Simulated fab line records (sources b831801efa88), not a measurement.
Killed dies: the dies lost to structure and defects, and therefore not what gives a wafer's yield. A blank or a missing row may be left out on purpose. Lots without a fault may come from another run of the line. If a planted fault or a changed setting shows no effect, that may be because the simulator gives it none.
One fault through the eyes of 2 desks	flow gf180mcu	what lay behind the numbers comes last; until then each desk has only its own

== AT THE METROLOGY DESK ==
Means of the sampled wafers that have a number, per lot and without regard to the tool the lot ran on: this is what the gauges read. Marked OUT: a lot whose mean sits more than 4 standard deviations from the usual mean, which makes it out of limits; the brackets give that distance.
Columns: A = STI_OXIDATION_01_THK at GF_STI_THK_MEAS_22, usual 15.0 nm; B = STI_CVD_23_THK at GF_STI_THK_MEAS_24, usual 646 nm; C = STI_OXIDATION_02_THK at GF_STI_THK_MEAS_30, usual 10.05 nm; D = DNWELL_TW at GF_DNWELL_TW_MEAS_09, usual 1341; E = NWELL_OVL at GF_NWELL_OVL_MEAS_07, usual 0.1 nm; F = NWELL_TW at GF_NWELL_TW_MEAS_11, usual 1567
lot	first seen here	A	B	C	D	E	F
L602	day 2 18:33	15.0	651	9.83	1318	0.7	1585
L609	day 4 08:07	14.5	642	10.03	1312	-1.4	1529
L614	day 5 06:38	15.2	636	10.16	1302	-0.3	1598
L615	day 5 08:50	15.3	644	9.99	1372	0.0	1602
L617	day 5 19:09	15.2	643	10.04	1367	-0.6	1528
L619	day 6 05:06	15.1	653	9.80	1322	-0.5	1605
Result from this desk: across the 6 lots, nothing is out of limits.

== THE TOOL OWNER'S DESK: wet bench-04 ==
The tool's own readings at GF_STI_WET_ETCH_26 (etches SiO2 in dHF, target depth 94 nm, time 188 s): means of the sampled wafers that have a number, for each lot that ran on this tool. Marked OUT: a lot whose mean sits more than 4 standard deviations from the usual mean, which makes it out of limits; the brackets give that distance.
Columns: A = run length s at GF_STI_WET_ETCH_26, usual 216 s
lot	first seen here	A
L609	day 4 08:35	214
L615	day 5 09:20	159 (-18) OUT
L619	day 6 05:36	152 (-20) OUT
This desk finds L615, L619 out of limits, L615 being first, at day 5 09:20 (run length s at GF_STI_WET_ETCH_26). L609 stayed within limits.

== PUT TOGETHER ==
At day 5 09:20, on L615, L619, the tool owner's desk was in a position to raise an alarm.
Nothing out of limits was seen by the metrology desk.
The metrology desk holds a record of L615, L619, inside its limits.
GF_STI_WET_ETCH_26 was run on wet bench-04 by each of the lots named.

== WHAT HAD BEEN PUT IN BY THE SIMULATOR ==
wet bench-04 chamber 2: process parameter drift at GF_STI_WET_ETCH_26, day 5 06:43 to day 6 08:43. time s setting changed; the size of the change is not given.
Lots struck among those shown: L615, L619.
Time in hours from fault onset to the first out-of-limits reading at each desk: the tool owner's desk, 3.
